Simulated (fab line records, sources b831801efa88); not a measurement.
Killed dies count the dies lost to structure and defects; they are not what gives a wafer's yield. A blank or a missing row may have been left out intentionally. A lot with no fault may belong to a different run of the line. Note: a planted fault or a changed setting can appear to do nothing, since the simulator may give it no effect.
Struck lot and sound lot, side by side	flow sky130	24 out of 708 route steps
Sound: these wafers, L420.2, L420.3, L420.5. Struck: wafers L428.5, L428.6 (left out: L428.3, a lot-mate that was not struck); the cause follows at the end.
At each step with rows: each side's tool, then ch and its chambers, then its first start. Under that, the readings that differ: sound wafers	struck wafers	difference of the means	sigmas: that difference in standard deviations of wafers without a fault.
alike: readings whose means differ by less than 2 such deviations, and words and numbers that are the same on both sides. not compared: withheld readings, readings that some wafer has no value for, bounds like >300 that may hide the same value, and numbers for which the record gives no deviation and whose values overlap.
A row with sigmas, a row that says differs or no value, or rows on one side alone: a step with any of these is where the two part. Numbers that don't overlap but have no deviation are shown without sigmas and don't part them. A reading missing from all wafers of one side parts the sides only when that side holds two or more wafers.

first, 8 steps without rows for these wafers: SKY_RES_XHIGH_DEHYDRATE_00 (time 60 s); SKY_RES_XHIGH_HMDS_01 (prime time 60 s); SKY_RES_XHIGH_COAT_02 (resist thk 1140 nm); SKY_RES_XHIGH_SOFTBAKE_03 (time 60 s); SKY_RES_XHIGH_EXPOSE_04 (exposes mask URPM, target cd 1270 nm); SKY_RES_XHIGH_PEB_05; SKY_RES_XHIGH_DEVELOP_06 (develop time 60 s); SKY_RES_XHIGH_IMPLANT_07.
SKY_RES_XHIGH_STRIP_08: strips in O2/N2.
  sound on plasma-asher-01 ch 0,1, day 28 08:37; struck on plasma-asher-03 ch 0,1, day 29 23:52
  alike: drypump-motor-current-A, n2-flow-sccm, oes-product-au, strip-time-to-endpoint-s
  not compared: rf-hours-counter-h
SKY_RES_XHIGH_TW_MEAS_09:
  sound on film-metro-04 at day 28 08:44; struck on film-metro-01 at day 29 23:56
  alike: RES_XHIGH_TW
then, 2 steps without rows for these wafers: SKY_SD_N_DEHYDRATE_00 (time 60 s); SKY_SD_N_HMDS_01 (prime time 60 s).
SKY_SD_N_COAT_02: resist thk 1140 nm.
  sound on litho-track-01 ch 0, day 28 21:35; struck on litho-track-02 ch 0, day 30 12:52
reading	sound	struck	difference	sigmas
model.NOVOLAK_of_SD_N_COAT_02.thk-nm (nm)	1147 1144 1144	704.3 705.6	-440.0	
then, 3 steps without rows for these wafers: SKY_SD_N_SOFTBAKE_03 (time 60 s); SKY_SD_N_EXPOSE_04 (exposes mask NSDM, target cd 380 nm); SKY_SD_N_PEB_05.
SKY_SD_N_DEVELOP_06: develop time 60 s.
  sound on litho-track-04 ch 0, day 29 11:44; struck on litho-track-02 ch 0, day 31 03:28
reading	sound	struck	difference	sigmas
model.NOVOLAK_of_SD_N_COAT_02.thk-nm (nm)	1147 1143 1144	703.8 705.1	-440.2	
SKY_SD_N_CD_MEAS_07 targets a cd of 380 nm.
  sound on cd-sem-02 at day 29 11:53; struck on cd-sem-02 at day 31 03:37
reading	sound	struck	difference	sigmas
cd-nm (nm)	378.6 379.9 379.0	435.7 434.4	+55.9	+23
SKY_SD_N_OVL_MEAS_08:
  sound on overlay-01 at day 29 11:59; struck on overlay-02 at day 31 03:42
  alike: SD_N_OVL
then, 2 steps without rows for these wafers: SKY_SD_N_IMPLANT_09; SKY_SD_N_IMPLANT_10.
SKY_SD_N_STRIP_11: strips in O2/N2.
  sound on plasma-asher-03 ch 0,1, day 29 12:19; struck on plasma-asher-04 ch 0,1, day 31 04:22
reading	sound	struck	difference	sigmas
oes-product-au (a.u.)	0.526 0.526 0.524	0.460 0.475	-0.058	-13
strip-time-to-endpoint-s (s)	22.60 22.57 22.57	17.62 17.63	-4.96	-99 or more
  alike: drypump-motor-current-A, n2-flow-sccm
  not compared: rf-hours-counter-h
SKY_SD_N_TW_MEAS_12:
  sound on film-metro-01 at day 29 12:26; struck on film-metro-03 at day 31 04:27
  alike: SD_N_TW
next, for these wafers, 1 step has no rows: SKY_PAD_OPEN_PROBE_99.

## WHERE THEY PART
Last at SKY_SD_N_STRIP_11 as far as this record goes, first at SKY_SD_N_CD_MEAS_07. Later steps at which nothing parts them and some readings are alike: SKY_SD_N_TW_MEAS_12.

WHY: what the simulator had put in
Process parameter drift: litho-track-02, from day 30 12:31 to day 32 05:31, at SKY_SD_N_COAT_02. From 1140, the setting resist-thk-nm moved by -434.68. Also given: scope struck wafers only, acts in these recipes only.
